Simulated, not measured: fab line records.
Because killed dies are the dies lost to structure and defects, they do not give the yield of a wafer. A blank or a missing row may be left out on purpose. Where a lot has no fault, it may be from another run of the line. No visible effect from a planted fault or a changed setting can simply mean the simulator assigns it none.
The same fault as seen by 2 desks || flow sky130 || what lay behind the numbers comes last; until then each desk has only its own

== FROM THE METROLOGY DESK ==
Lot by lot, what the gauges showed, no matter which tool ran the lot: averages of those sampled wafers that carry a number. The brackets show how far a lot's mean lies from the usual mean; more than 4 standard deviations puts the lot out of limits, marked OUT.
Columns: A = GATE_OXIDE_OVL at SKY_GATE_OXIDE_OVL_MEAS_10, usual -0.3 nm; B = cd_nm at SKY_POLY_GATE_CD_MEAS_13, usual 149.7 nm
{"lot": "L632", "first seen here": "day 13 17:13", "A": -0.2, "B": 148.3}
{"lot": "L633", "first seen here": "day 14 03:38", "A": -0.5, "B": 148.7}
{"lot": "L634", "first seen here": "day 14 14:49", "A": 1.1, "B": 152.0}
{"lot": "L635", "first seen here": "day 15 01:47", "A": 0.2, "B": 150.7}
{"lot": "L638", "first seen here": "day 16 04:46", "A": -1.7, "B": 149.4}
{"lot": "L641", "first seen here": "day 17 00:20", "A": 1.0, "B": 147.3}
{"lot": "L643", "first seen here": "day 17 18:49", "A": -0.6, "B": 148.9}
{"lot": "L644", "first seen here": "day 17 21:04", "A": -1.1, "B": 150.0}
{"lot": "L650", "first seen here": "day 20 05:16", "A": -0.7, "B": 149.6}
{"lot": "L652", "first seen here": "day 21 10:31", "A": 0.6, "B": 148.3}
{"lot": "L653", "first seen here": "day 21 15:46", "A": -0.7, "B": 148.1}
{"lot": "L654", "first seen here": "day 22 04:05", "A": 0.1, "B": 150.9}
{"lot": "L655", "first seen here": "day 22 11:29", "A": -0.6, "B": 150.9}
This desk's finding: nothing out of limits on any of the 13 lots.

== TOOL OWNER'S DESK, implanter-03 ==
The tool's own readings at SKY_LDD_N_IMPLANT_13: means of the sampled wafers that have a number, for each lot that ran on this tool. The brackets show how far a lot's mean lies from the usual mean; more than 4 standard deviations puts the lot out of limits, marked OUT.
Columns: A = end_station_pressure_torr at SKY_LDD_N_IMPLANT_13, usual 5e-06 Torr; B = tilt_deg at SKY_LDD_N_IMPLANT_13, usual 29.997 degrees
{"lot": "L633", "first seen here": "day 18 04:10", "A": 5e-06, "B": 30.010}
{"lot": "L634", "first seen here": "day 18 19:18", "A": 5e-06, "B": 30.010}
{"lot": "L641", "first seen here": "day 21 03:55", "A": 5e-06, "B": "0.017 (-99 or more) OUT"}
{"lot": "L643", "first seen here": "day 21 23:11", "A": 5e-06, "B": "-0.007 (-99 or more) OUT"}
{"lot": "L650", "first seen here": "day 24 10:05", "A": 5e-06, "B": 30.021}
{"lot": "L652", "first seen here": "day 25 13:42", "A": 5e-06, "B": 29.986}
{"lot": "L654", "first seen here": "day 26 04:17", "A": 5e-06, "B": 29.981}
Finding of this desk: L641, L643 out of limits; the first was L641 at day 21 03:55, on tilt_deg at SKY_LDD_N_IMPLANT_13. L633, L634, L650, L652, L654 stayed within limits.

== BROUGHT TOGETHER ==
An alarm could have come from the tool owner's desk at day 21 03:55, on L641, L643.
At the metrology desk, nothing out of limits was observed.
The metrology desk holds a record of L641, L643, inside its limits.
On implanter-03, each named lot ran SKY_LDD_N_IMPLANT_13.

== WHAT HAD BEEN PUT IN BY THE SIMULATOR ==
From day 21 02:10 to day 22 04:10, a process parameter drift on implanter-03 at SKY_LDD_N_IMPLANT_13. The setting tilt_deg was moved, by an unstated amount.
Shown lots that were struck: L641, L643.
Delay in hours, fault start to first out-of-limits reading, by desk: the tool owner's desk at 2.
